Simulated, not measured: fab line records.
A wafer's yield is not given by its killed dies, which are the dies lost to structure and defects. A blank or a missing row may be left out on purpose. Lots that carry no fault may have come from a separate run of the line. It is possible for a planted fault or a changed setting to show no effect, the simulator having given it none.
Matching of chambers    flow sky130    rieDiel-04 running SKY_POLY_CUT_ETCH_11: 4 sister chambers
The step etches Si3N4 in CF4/CH2F2/Ar, stops on poly-Si, time 42.5 s, target depth 60 nm. 8 wafers are shown with their chamber, then 8 later ones without.

== WAFERS PAIRED WITH THEIR CHAMBERS ==
wafer   chamber  drypumpMotorCurrentA (A)  oesProductAu (a.u.)
L550.4  2        5.6                       0.829
L551.2  1        6.0                       0.840
L551.4  0        6.3                       0.831
L551.5  3        6.1                       0.826
L554.2  0        6.3                       0.838
L554.3  1        6.0                       0.831
L554.4  3        6.1                       0.825
L556.2  2        5.7                       0.831

== WAFERS WHOSE CHAMBER IS MISSING ==
wafer   drypumpMotorCurrentA (A)  oesProductAu (a.u.)
L556.3  6.1                       0.837
L556.4  6.0                       0.841
L564.1  6.1                       0.820
L564.2  6.0                       0.825
L564.4  5.7                       0.818
L566.2  5.7                       0.820
L566.3  6.3                       0.826
L566.5  6.0                       0.834

== WHICH CHAMBER EACH WENT THROUGH ==
wafer   from the rows above      in truth
L556.3  can't be placed: 3 or 1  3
L556.4  1                        1
L564.1  3                        3
L564.2  can't be placed: 1 or 3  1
L564.4  2                        2
L566.2  2                        2
L566.3  0                        0
L566.5  1                        1
Correct placement for 6 of the 8. Unplaceable from these rows: 2, with the true chamber sitting among the candidates in 2. Number placed wrongly: 0.
How it was worked out, from the rows above alone: a wafer's distance from a chamber is the root of the sum, over the readings, of the square of ((its reading less the chamber's mean) divided by the reading's scatter). The wafer belongs to the nearest chamber; if the next one is less than 2 further off, it can't be placed. Each chamber's mean is taken over the wafers shown for it. How the scatter is found: for the shown wafers, subtract from each reading the mean of its chamber, square and add these, divide the total by (wafers less chambers), then take the root.
